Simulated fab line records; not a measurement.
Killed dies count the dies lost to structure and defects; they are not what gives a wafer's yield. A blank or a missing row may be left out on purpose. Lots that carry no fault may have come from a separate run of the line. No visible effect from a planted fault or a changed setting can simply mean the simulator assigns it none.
Which tool is to blame? :: flow sky130 :: 6 lots with 18 wafers sampled at 2 steps, on a route of 708 steps

== WHAT THE GAUGES READ, wafer by wafer ==
SKY_SD_P_CD_MEAS_07 targets a cd of 380 nm.
lot: L733
measured: day 27 10:03
on: cd-sem-02
cd-nm (nm): 377.3 377.4 377.8

lot: L735
measured: day 28 05:43
on: cd-sem-02
cd-nm (nm): 379.6 378.0 380.8

lot: L738
measured: day 29 03:29
on: cd-sem-01
cd-nm (nm): 379.7 382.4 380.5

lot: L739
measured: day 29 15:39
on: cd-sem-02
cd-nm (nm): 378.7 377.9 379.1

lot: L746
measured: day 31 16:41
on: cd-sem-02
cd-nm (nm): 364.3 363.8 362.9

lot: L749
measured: day 32 17:08
on: cd-sem-01
cd-nm (nm): 380.5 380.5 377.8

== EACH LOT AND THE TOOL THAT RAN IT (in order: tool; ch and the chambers of the sampled wafers; start) ==
lot: L733
SKY_SD_P_EXPOSE_04: iline-stepper-02 ch 0, day 26 19:39

lot: L735
SKY_SD_P_EXPOSE_04: iline-stepper-02 ch 0, day 27 16:08

lot: L738
SKY_SD_P_EXPOSE_04: iline-stepper-01 ch 0, day 28 13:37

lot: L739
SKY_SD_P_EXPOSE_04: iline-stepper-01 ch 0, day 29 02:05

lot: L746
SKY_SD_P_EXPOSE_04: iline-stepper-02 ch 0, day 31 02:41

lot: L749
SKY_SD_P_EXPOSE_04: iline-stepper-01 ch 0, day 32 03:26
- SKY_SD_P_EXPOSE_04: exposes mask PSDM, target cd 380 nm.

== THE ANSWER, worked out from the rows above alone ==
Rule: the usual values come from the lots themselves. Put in order of their means at a reading, lots are off if they are a third of the lots or fewer, leave a main group of 4 or more, and stand apart from it by a gap of 3 or more times the standard deviation of the main group's means; of several such gaps the widest counts. Not used: any main group whose means are identical at the precision the tables above print for the reading. A lot without any number at a reading at which 4 lots or more have one is off too. Where the step has rows for the other lots, those lots are counted as sound.
Off at SKY_SD_P_CD_MEAS_07 (cd-nm): L746. Main group: mean 379.2 nm, sd 1.1.
If a tool, at a process step before that reading, ran all the lots that are off and no sound lot after the first of them, it fits. The gauges at SKY_SD_P_CD_MEAS_07 are tried like those tools. Can't be told from this: 2 tools fit, iline-stepper-02 at SKY_SD_P_EXPOSE_04, cd-sem-02 at SKY_SD_P_CD_MEAS_07.

== WHAT WAS PUT IN BY THE SIMULATOR ==
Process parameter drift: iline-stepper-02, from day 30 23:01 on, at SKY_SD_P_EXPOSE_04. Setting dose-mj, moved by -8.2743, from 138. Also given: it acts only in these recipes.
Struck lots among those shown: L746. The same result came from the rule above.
